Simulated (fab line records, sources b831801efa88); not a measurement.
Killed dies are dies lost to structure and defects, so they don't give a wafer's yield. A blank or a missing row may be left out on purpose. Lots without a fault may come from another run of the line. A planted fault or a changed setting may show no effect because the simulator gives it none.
Split-lot experiment | flow sfq_line | 5 lots, 23 wafers read, on a route of 325 steps

THE SPLIT
At SFQ_TRILAYER_M4_LITHO_COAT_093 (resist thk 600 nm), the setting resist_thk_nm was moved away from the recipe's 600 nm on 5 of the 23 wafers read, by -5.8% to -4.6%. The other wafers ran this setting at the recipe's value.

FROM THE SPLIT TO THE READING: what the file shows between them, 3 steps
- SFQ_TRILAYER_M4_LITHO_PEB_096: peb time 60 s (also split here: peb_temp_c)
- SFQ_TRILAYER_M4_LITHO_DEVELOP_095: time 60 s
- SFQ_TRILAYER_M4_BARC_OPEN_METAL_ETCH_123: etches BARC in O2, target depth 125 nm, time 41.7 s

THE READING
KrF_of_TRILAYER_M4_LITHO_COAT_093.thk_nm (the simulator's own value, which no gauge read), in nm, at SFQ_TRILAYER_M4_ETCH_METAL_ETCH_096 (etches Nb in Cl2/Ar, stops on SiO2, target depth 240 nm, time 120 s). The file gives no usual value for it. The 18 wafers here that ran the recipe average 379.0 nm, standard deviation 5.3 nm.

wafer  | tool, chamber at the split | resist_thk_nm as run, nm | against the recipe | KrF_of_TRILAYER_M4_LITHO_COAT_093.thk_nm, nm | against lot-mates on the recipe
L075.1 | litho_track-04, 0          | 600                      | recipe             | 377.9                                        | -
L075.2 | litho_track-04, 0          | 600                      | recipe             | 380.7                                        | -
L075.3 | litho_track-04, 0          | 600                      | recipe             | 382.6                                        | -
L075.4 | litho_track-04, 0          | 565                      | -5.8%              | 345.4                                        | -35.0
L075.5 | litho_track-04, 0          | 565                      | -5.8%              | 347.8                                        | -32.6
L076.1 | litho_track-04, 0          | 572.6                    | -4.6%              | 349.5                                        | -27.6
L076.2 | litho_track-04, 0          | 572.6                    | -4.6%              | 349.6                                        | -27.4
L076.4 | litho_track-04, 0          | 600                      | recipe             | 378.6                                        | -
L076.5 | litho_track-04, 0          | 600                      | recipe             | 375.5                                        | -
L076.6 | litho_track-04, 0          | 572.6                    | -4.6%              | 351.3                                        | -25.8
L077.1 | litho_track-01, 0          | 600                      | recipe             | 381.9                                        | -
L077.2 | litho_track-01, 0          | 600                      | recipe             | 386.7                                        | -
L077.3 | litho_track-01, 0          | 600                      | recipe             | 379.8                                        | -
L077.4 | litho_track-01, 0          | 600                      | recipe             | 384.2                                        | -
L077.5 | litho_track-01, 0          | 600                      | recipe             | 382.1                                        | -
L082.2 | litho_track-01, 0          | 600                      | recipe             | 373.1                                        | -
L082.3 | litho_track-01, 0          | 600                      | recipe             | 369.9                                        | -
L082.4 | litho_track-01, 0          | 600                      | recipe             | 377                                          | -
L082.5 | litho_track-01, 0          | 600                      | recipe             | 369.3                                        | -
L082.6 | litho_track-01, 0          | 600                      | recipe             | 370.6                                        | -
L083.2 | litho_track-04, 0          | 600                      | recipe             | 384                                          | -
L083.3 | litho_track-04, 0          | 600                      | recipe             | 385.7                                        | -
L083.6 | litho_track-04, 0          | 600                      | recipe             | 382                                          | -

THE FIT
A straight line over all 23 wafers: KrF_of_TRILAYER_M4_LITHO_COAT_093.thk_nm changes by +5.9 nm for each +1% of resist_thk_nm; r = +0.93; the points scatter about the line by 5 nm.
The same after taking each lot's own level away (the mean of its wafers on the recipe; 23 wafers): +5.84 nm for each +1%; r = +0.99; scatter 2.1 nm.
On that fit, the largest move of resist_thk_nm shifts the reading by 34 nm.
The lots' own levels span 371.98 to 383.90 nm, that is 2.3 times the standard deviation above.
So the lot-to-lot level changes the slope little: the two slopes agree.
Check: with one of the wafers moved furthest among these (-5.8%) left out of the fit, the line predicts -33.8 nm for it against its lot-mates. It came out at -35 nm against them.

OTHER SPLITS ON THESE WAFERS
These wafers also went through other splits before the reading. Each is held against what the fit with the lots' levels taken away leaves over:
other split on the same wafers                          | wafers away from the commonest value | r with KrF_of_TRILAYER_M4_LITHO_COAT_093.thk_nm (lot level and that fit taken away)
SFQ_TRILAYER_M2_BARC_OPEN_METAL_ETCH_077 icp_w          | 9                                    | -0.07
SFQ_TRILAYER_I2_DEP_PECVD_063 rf_w                      | 10                                   | +0.09
SFQ_TRILAYER_I2_VIA_LITHO_COAT_072 spin_rpm             | 12                                   | -0.26
SFQ_TRILAYER_M3_LITHO_COAT_080 spin_rpm                 | 8                                    | -0.11
SFQ_TRILAYER_M3_BARC_OPEN_METAL_ETCH_100 pressure_mtorr | 18                                   | -0.02
SFQ_TRILAYER_I3_VIA_LITHO_EXPOSE_086 dose_mj            | 5                                    | -0.34
SFQ_TRILAYER_M4_LITHO_PEB_096 peb_temp_c                | 4                                    | -0.07

THE WHOLE CHAIN: every reading that the file lists as answering this split, in the file's order
step                                | what it does                                                        | reading                                                                                   | change (the file's fit)              | r (the file's)
SFQ_TRILAYER_M4_LITHO_COAT_093      | resist thk 600 nm                                                   | KrF_of_TRILAYER_M4_LITHO_COAT_093.thk_nm (the simulator's own value, which no gauge read) | +5.88 nm for each +1% of the setting | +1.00
SFQ_TRILAYER_M4_ETCH_METAL_ETCH_096 | etches Nb in Cl2/Ar, stops on SiO2, target depth 240 nm, time 120 s | KrF_of_TRILAYER_M4_LITHO_COAT_093.thk_nm (the simulator's own value, which no gauge read) | +5.83 nm for each +1% of the setting | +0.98

THE FILE'S OWN FIT
KrF_of_TRILAYER_M4_LITHO_COAT_093.thk_nm changes by +5.83 nm for each +1% of resist_thk_nm, r = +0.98.
